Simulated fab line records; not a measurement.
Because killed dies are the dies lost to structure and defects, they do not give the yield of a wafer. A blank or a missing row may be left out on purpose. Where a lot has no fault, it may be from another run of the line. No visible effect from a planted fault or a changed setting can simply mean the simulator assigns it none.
Struck lot and sound lot, side by side / flow sky130 / 32 out of 708 route steps
Sound: the wafers L855.4, L855.5, L855.6. Wafers L866.2, L866.3, L866.4 were the ones struck. The cause is named last.
Each step with rows lists, per side, the tool, then ch with its chambers, then its first start. Under that, the readings that differ: sound wafers / struck wafers / difference of the means / sigmas: that difference in standard deviations of wafers without a fault.
alike: a reading whose means differ by less than 2 such deviations, as well as words and numbers matching on both sides. not compared: withheld readings; readings where some wafer has no value; bounds like >300 that might hide an equal value; numbers whose values overlap and for which the record gives no deviation.
The two part at a step that has a row with sigmas, a row that says differs or no value, or rows on one side only. Numbers that don't overlap but have no deviation are shown without sigmas and don't part them. A reading missing from all wafers of one side parts the sides only when that side holds two or more wafers.

SKY_CAP2M_THK_MEAS_01:
  sound on filmMetro-03, day 40 14:40; struck on filmMetro-04, day 43 21:20
  alike: CAP2M_CVD_00_THK
SKY_CAP2M_SPUTTER_02: material TiN, target thk 200 nm, time 166.7 s.
  sound on pvdSputter-01, day 40 14:41; struck on pvdSputter-01, day 43 21:23
  alike: chamberPressurePa, throttleValvePct
SKY_CAP2M_RS_MEAS_03: measures by four-point-probe.
  sound on filmMetro-02, day 40 14:52; struck on filmMetro-02, day 43 21:31
  alike: CAP2M_TIN_RS
SKY_CAP2M_THK_MEAS_04: measures by xrf.
  sound on filmMetro-02, day 40 14:57; struck on filmMetro-02, day 43 21:38
  alike: CAP2M_TIN_THK
then, 7 steps without rows for these wafers: SKY_CAP2M_DEHYDRATE_05 (time 60 s); SKY_CAP2M_HMDS_06 (prime time 60 s); SKY_CAP2M_COAT_07 (resist thk 1140 nm); SKY_CAP2M_SOFTBAKE_08 (time 60 s); SKY_CAP2M_EXPOSE_09 (exposes mask CAP2M, target cd 1000 nm); SKY_CAP2M_PEB_10; SKY_CAP2M_DEVELOP_11 (develop time 60 s).
SKY_CAP2M_OVL_MEAS_12:
  sound on overlay-01, day 41 14:35; struck on overlay-01, day 44 19:22
  alike: CAP2M_OVL
SKY_CAP2M_METAL_ETCH_13: etches TiN in Cl2/BCl3, stops on SiO2, target depth 220 nm, time 62.9 s.
  sound on rieMetal-03 ch 0,1, day 41 14:38; struck on rieMetal-03 ch 0,1, day 44 19:23
reading=biasW (W); sound=48.49 48.59 48.39; struck=50.01 49.92 50.16; difference=+1.54; sigmas=+11
reading=model.SiO2_of_CAP2M_CVD_00.thkNm (nm); sound=15.81 15.51 15.7; struck=15.01 15.05 15.22; difference=-0.58; sigmas=
  alike: drypumpMotorCurrentA, oesProductAu, rfFwdPowerW, throttleValvePct
  not compared: rfHoursCounterH
SKY_CAP2M_STRIP_14: strips in O2/N2.
  sound on plasmaAsher-01 ch 0,1, day 41 14:43; struck on plasmaAsher-02 ch 0,1, day 44 19:28
  alike: drypumpMotorCurrentA, oesProductAu, stripTimeToEndpointS
  not compared: rfHoursCounterH
then, 11 steps without rows for these wafers: SKY_CAP2M_STRIP_15 (strips in post etch residue remover, time 1200 s); SKY_CAP2M_CLEAN_16 (cleans in IPA, time 180 s); SKY_CAP2M_CLEAN_17 (cleans in O3/DIW); SKY_METAL4_DEHYDRATE_05 (time 60 s); SKY_METAL4_HMDS_06 (prime time 60 s); SKY_METAL4_COAT_07 (resist thk 60 nm); SKY_METAL4_COAT_08 (resist thk 1140 nm); SKY_METAL4_SOFTBAKE_09 (time 90 s); SKY_METAL4_EXPOSE_10 (exposes mask MM4, target cd 300 nm); SKY_METAL4_PEB_11; SKY_METAL4_DEVELOP_12 (develop time 60 s).
SKY_METAL4_CD_MEAS_13 targets a cd of 300 nm.
  sound on cdSem-01, day 42 14:58; struck on cdSem-01, day 45 16:49
  alike: cdNm
SKY_METAL4_OVL_MEAS_14:
  sound on overlay-02, day 42 15:02; struck on overlay-02, day 45 16:55
  alike: METAL4_OVL
SKY_METAL4_DESCUM_15: chemistry O2, time 8 s.
  sound on rieMetal-02 ch 0,1, day 42 15:04; struck on rieMetal-02 ch 0,1, day 45 16:57
  alike: drypumpMotorCurrentA, oesProductAu, rfFwdPowerW
  not compared: rfHoursCounterH
SKY_METAL4_ETCH_16: etches BARC in N2/H2, stops on SiO2, time 88.2 s, target depth 60 nm.
  sound on rieMetal-02 ch 0,1, day 42 15:07; struck on rieMetal-02 ch 0,1, day 45 16:59
  alike: biasW, drypumpMotorCurrentA, oesProductAu, rfFwdPowerW, throttleValvePct
  not compared: rfHoursCounterH
SKY_METAL4_ETCH_17: etches SiO2 in C4F8/O2/Ar, stops on TiN, time 3.9 s, target depth 15 nm.
  sound on rieDiel-01 ch 0,1,2, day 42 15:11; struck on rieDiel-02 ch 1,2,3, day 45 17:05
reading=model.etch.depthNm (nm); sound=15.81 15.51 15.7; struck=15.01 15.05 15.22; difference=-0.58; sigmas=
  alike: biasW, oesProductAu, rfFwdPowerW
  not compared: rfHoursCounterH
SKY_METAL4_METAL_ETCH_18: etches the open film in Cl2/BCl3, stops on SiO2, target depth 845 nm, time 183.1 s.
  sound on rieMetal-03 ch 0,1, day 42 15:16; struck on rieMetal-04 ch 0,1, day 45 17:06
  alike: biasW, drypumpMotorCurrentA, oesProductAu, rfFwdPowerW, throttleValvePct
  not compared: rfHoursCounterH
-- the record jumps here: 4 days lie between the struck wafers' starts before and after (it left off in module METAL4 and takes up again in module PAD_OPEN, whose first step shown is number 708 of the route) --
SKY_PAD_OPEN_PROBE_99:
  sound on prober-02, day 46 12:07; struck on prober-02, day 49 05:40
  alike: defectLimitedYield, killed_at_M0_to_M3, killed_at_M4_up, killedAtContacts, killedAtFrontEnd, killedAtOther, killedDies, killedOpen, killedShort, sort_bin_3_pad_short, sort_bin_5_function, sort_bin_6_memory, sortNPass, sortYieldPct

WHERE THEY PART
Within this record, at SKY_CAP2M_METAL_ETCH_13 only. Later steps at which nothing parts them and some readings are alike: SKY_CAP2M_STRIP_14, SKY_METAL4_CD_MEAS_13, SKY_METAL4_OVL_MEAS_14, SKY_METAL4_DESCUM_15, SKY_METAL4_ETCH_16, SKY_METAL4_ETCH_17, SKY_METAL4_METAL_ETCH_18, SKY_PAD_OPEN_PROBE_99.

WHY: what the simulator had put in
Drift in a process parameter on rieMetal-03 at SKY_CAP2M_METAL_ETCH_13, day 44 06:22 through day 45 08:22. A move of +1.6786 in setting biasW, from 48.5. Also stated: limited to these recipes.
